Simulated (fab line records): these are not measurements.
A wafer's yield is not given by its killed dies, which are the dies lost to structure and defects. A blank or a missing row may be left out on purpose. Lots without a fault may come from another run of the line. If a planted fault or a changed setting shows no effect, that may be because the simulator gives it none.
Code-filled problem report in 8D (eight disciplines) form | flow sky130 | the parts of the form that need people (team, actions taken, sign-off) are left out

## 1. WHAT IS WRONG
LDD_HVN_TW at SKY_LDD_HVN_TW_MEAS_10 reads a mean of 1656 on 6 wafers of 2 lots; wafers without a fault read 1443 with a standard deviation of 17. Measured from the usual mean, that is +13 standard deviations.
First seen on wafer L210.1, day 24 15:50, on film metro-01. The record holds 39 wafers of 13 lots with a number at this step. The rule behind "out" and "out of limits": a value lying over 4 standard deviations away from the usual mean. The other wafers with a number count as sound.

## 2. WHAT IT IS, AND WHAT IT ISN'T
question                    | is                           | is not
which readings at this step | LDD_HVN_TW                   | -
which lots                  | L210, L212                   | L199, L201, L203, L205, L206, L211, L214, L219, L220, L221, L222
which wafers of those lots  | all that have a number       | -
read on which gauges        | film metro-01, film metro-04 | film metro-03
when                        | from day 24 15:50            | up to then (15 sound wafers); but 18 sound wafers of L211, L214, L219, L220, L221, L222 came after

## 3. SUSPECTS, AND WHAT RULES EACH OUT
Counting: a tool at any process step up to the reading remains a suspect when it ran all the lots that are out and ran no sound lot after the first of those.
- the gauge at SKY_LDD_HVN_TW_MEAS_10 has been ruled out. Those wafers that are out were read across 2 gauges (film metro-01, film metro-04).
- implanter-01 at SKY_LDD_HVN_IMPLANT_08: ruled out as a lasting fault. Following L210 (day 24 15:35), the first lot on it that is out, the sound lots L222 were run on it.
Left after counting: nothing in the record.

## 4. THE CAUSE (what the simulator had put in)
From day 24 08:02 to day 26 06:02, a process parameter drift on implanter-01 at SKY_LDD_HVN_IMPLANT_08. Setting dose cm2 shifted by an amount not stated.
The count ruled it out by mistake, since the rule takes a fault to strike every lot its tool runs from the start of the fault on, and this one did not do so.

## 5. THE CHAIN OF EFFECTS, in route order
Each row: a reading where the mean over the struck wafers with a number is more than 3 standard deviations away from the usual. Only readings for which the record gives a usual standard deviation are gone through. hours: the time from each lot's start at the first step in this table that gives one to its start at this step, as a median over the lots. sigmas: the change in usual standard deviations.
hours | step                   | reading            | usual | on struck wafers | change | sigmas
0     | SKY_LDD_HVN_IMPLANT_08 | dose ions cm2      | 3e+13 | 5e+13            | +2e+13 | +99 or more
0     | SKY_LDD_HVN_IMPLANT_08 | faraday current uA | 170   | 258              | +88    | +26
0     | SKY_LDD_HVN_TW_MEAS_10 | LDD_HVN_TW         | 1443  | 1656             | +214   | +13
The process steps in it:
- SKY_LDD_HVN_IMPLANT_08
At these later measuring or inspecting steps, every struck wafer for which the step has a row has a number for every such reading, and none has moved that far: SKY_LDD_HVP_OVL_MEAS_07, SKY_LDD_LDN_OVL_MEAS_07, SKY_SD_P_OVL_MEAS_08.

## 6. HOW IT WOULD HAVE BEEN CAUGHT EARLIER
In this record the first reading out of limits at a measuring or inspecting step was taken at day 24 15:50, 8 hours after the fault began at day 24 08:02.
The tool's own readings at SKY_LDD_HVN_IMPLANT_08 were out on every struck wafer that the step has a row for (dose ions cm2, faraday current uA): an alarm limit on them would have fired on the first of those.
